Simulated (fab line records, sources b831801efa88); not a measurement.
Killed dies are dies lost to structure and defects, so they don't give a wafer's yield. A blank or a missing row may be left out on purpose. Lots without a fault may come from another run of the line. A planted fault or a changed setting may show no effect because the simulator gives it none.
Which tool did it? | flow gf180mcu | 12 lots, 35 wafers sampled, at 4 steps of a route of 602

WHAT THE GAUGES READ, wafer by wafer
GF_M3_OVL_MEAS_15. Usual: M3_OVL -3 nm, standard deviation 5.5.
lot  | measured     | on         | M3_OVL (nm) | flag
L373 | day 21 13:37 | overlay-02 | -1 -2 1     |
L375 | day 22 19:43 | overlay-02 | 0 3 5       |
L377 | day 23 09:29 | overlay-02 | 3 -1 -5     |
L379 | day 24 06:58 | overlay-02 | 1 -3 1      |
L382 | day 25 05:19 | overlay-02 | 6 7 3       |
L383 | day 25 13:22 | overlay-01 | -10 -5 -12  |
L384 | day 25 18:58 | overlay-01 | -7 -7 -9    |
L386 | day 26 06:43 | overlay-01 | -5 -10      |
L387 | day 26 13:55 | overlay-02 | -8 -6 -8    |
L394 | day 28 19:29 | overlay-01 | 2 -10 -7    |
L395 | day 29 07:36 | overlay-02 | -5 -1 -1    |
L396 | day 29 14:26 | overlay-01 | 0 1 0       |

GF_V3_CD_MEAS_14: target cd 260 nm. Usual: cd_nm 260.2 nm, standard deviation 1.
lot  | measured     | on        | cd_nm (nm)                          | flag
L373 | day 22 14:34 | cd_sem-02 | 259.6 260.2 259.7                   |
L375 | day 23 19:50 | cd_sem-01 | 259.5 259.8 260.0                   |
L377 | day 24 09:43 | cd_sem-02 | 260.1 259.6 259.2                   |
L379 | day 25 06:40 | cd_sem-01 | 259.0 258.6 259.9                   |
L382 | day 26 04:35 | cd_sem-01 | 262.0 262.3 261.9                   |
L383 | day 26 11:53 | cd_sem-01 | 260.2 260.9 261.1                   |
L384 | day 26 17:18 | cd_sem-02 | 260.7 259.3 259.8                   |
L386 | day 27 05:44 | cd_sem-01 | 261.8 261.7                         |
L387 | day 27 12:29 | cd_sem-01 | 260.6 259.7 260.6                   |
L394 | day 29 16:13 | cd_sem-02 | 213.8 213.6 213.4 213.6 213.3 213.8 | OFF
L395 | day 30 04:20 | cd_sem-01 | 260.7 260.1 259.8                   |
L396 | day 30 10:30 | cd_sem-01 | 221.4 221.8 221.1 221.0 221.7 221.4 | OFF

WHICH TOOL RAN EACH LOT (tool, then ch and the chambers of the sampled wafers, then the start)
lot  | GF_V2_ETCH_16                      | GF_V3_EXPOSE_11
L373 | rie_diel-01 ch 1,2, day 20 11:45   | krf_scanner-01 ch 0, day 22 03:33
L375 | rie_diel-01 ch 0,2,3, day 21 18:40 | krf_scanner-02 ch 0, day 23 08:30
L377 | rie_diel-01 ch 0,1, day 22 08:49   | krf_scanner-01 ch 0, day 23 22:34
L379 | rie_diel-04 ch 3, day 23 06:21     | krf_scanner-01 ch 0, day 24 19:44
L382 | rie_diel-03 ch 1,2,3, day 24 05:29 | krf_scanner-02 ch 0, day 25 17:36
L383 | rie_diel-04 ch 0,2,3, day 24 13:21 | krf_scanner-02 ch 0, day 26 01:32
L384 | rie_diel-04 ch 0,2, day 24 19:37   | krf_scanner-02 ch 0, day 26 07:08
L386 | rie_diel-01 ch 2,3, day 25 07:53   | krf_scanner-01 ch 0, day 26 19:00
L387 | rie_diel-04 ch 0,2, day 25 14:05   | krf_scanner-02 ch 0, day 27 02:33
L394 | rie_diel-01 ch 0,2, day 27 20:24   | krf_scanner-01 ch 0, day 29 06:50
L395 | rie_diel-01 ch 0,1, day 28 08:58   | krf_scanner-02 ch 0, day 29 18:34
L396 | rie_diel-01 ch 2,3, day 28 17:27   | krf_scanner-01 ch 0, day 30 01:36
- GF_V2_ETCH_16: etches BARC in N2/H2.
- GF_V3_EXPOSE_11: exposes mask Via3, target cd 260 nm.

WHAT THE TOOLS THEMSELVES READ (means of the sampled wafers that have a number; where no wafer has one, the mark that the record gives instead)
GF_V2_ETCH_16. Usual: drypump_motor_current_A 5.8 A, standard deviation 0.39; oes_product_au 0.855 a.u., standard deviation 0.0047; throttle_valve_pct 13.225 %, standard deviation 0.009.
lot  | tool        | drypump_motor_current_A (A) | oes_product_au (a.u.) | throttle_valve_pct (%) | flag
L373 | rie_diel-01 | 5.8                         | 0.856                 | 13.238                 |
L375 | rie_diel-01 | 5.5                         | 0.855                 | 13.226                 |
L377 | rie_diel-01 | 5.3                         | 0.857                 | 13.230                 |
L379 | rie_diel-04 | 6.5                         | 0.857                 | 13.227                 |
L382 | rie_diel-03 | 5.8                         | 0.849                 | 13.233                 |
L383 | rie_diel-04 | 5.9                         | 0.856                 | 13.223                 |
L384 | rie_diel-04 | 5.5                         | 0.854                 | 13.217                 |
L386 | rie_diel-01 | 5.6                         | 0.851                 | 13.221                 |
L387 | rie_diel-04 | 5.5                         | 0.855                 | 13.225                 |
L394 | rie_diel-01 | 5.8                         | 0.856                 | 13.237                 |
L395 | rie_diel-01 | 5.3                         | 0.853                 | 13.227                 |
L396 | rie_diel-01 | 5.7                         | 0.858                 | 13.220                 |

GF_V3_EXPOSE_11. Usual: exposure_dose_mJ_cm2 38.00, standard deviation 0.037; reticle_temp_C 23.00 C, standard deviation 0.11.
lot  | tool           | exposure_dose_mJ_cm2 | reticle_temp_C (C) | flag
L373 | krf_scanner-01 | 38.00                | 22.90              |
L375 | krf_scanner-02 | 38.04                | 23.00              |
L377 | krf_scanner-01 | 37.98                | 23.14              |
L379 | krf_scanner-01 | 38.00                | 23.09              |
L382 | krf_scanner-02 | 37.95                | 23.03              |
L383 | krf_scanner-02 | 37.99                | 23.15              |
L384 | krf_scanner-02 | 37.97                | 23.05              |
L386 | krf_scanner-01 | 37.98                | 22.92              |
L387 | krf_scanner-02 | 38.02                | 23.12              |
L394 | krf_scanner-01 | 27.63                | 23.04              | OFF
L395 | krf_scanner-02 | 37.99                | 23.05              |
L396 | krf_scanner-01 | 29.71                | 22.89              | OFF

THE ANSWER, worked out from the rows above alone
Rule: a lot is off if the mean of its wafers that have a number lies more than 3 standard deviations from the usual mean. A lot without any number at a reading at which 4 lots or more have one is off too. The other lots that the step has rows for count as sound. The gauges are gone through in route order, then the tools' own readings, and for those a lot's mean is taken as printed above. The first step at which some lot is off is used, and at that step the reading that is off furthest; a lot without a number counts as furthest.
Off: L394, L396, at GF_V3_CD_MEAS_14 (cd_nm).
A tool fits if, at a process step before that reading, it ran every lot that is off, and no sound lot after the first of them. The gauges at GF_V3_CD_MEAS_14 aren't tried: what is off there is off at GF_V3_EXPOSE_11 too, on other tools, and a gauge's error can't cause that. One fits: krf_scanner-01 at GF_V3_EXPOSE_11. Its last sound lot is L386 (day 26 19:00), its first lot that is off L394 (day 29 06:50): a fault that began between those two fits.
The tool's own readings at GF_V3_EXPOSE_11 bear it out: on the lots that are off they differ by more than 5 times the standard deviation of the sound lots' means. exposure_dose_mJ_cm2 reads 28.67 there against 37.99 on the sound lots.

WHAT THE SIMULATOR HAD PUT IN
Process parameter drift: krf_scanner-01, from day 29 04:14 on, at GF_V3_EXPOSE_11. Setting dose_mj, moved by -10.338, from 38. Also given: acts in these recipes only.
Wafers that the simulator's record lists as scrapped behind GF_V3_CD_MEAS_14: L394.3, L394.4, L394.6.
Lots struck among those shown: L394, L396. The rule above found the same.
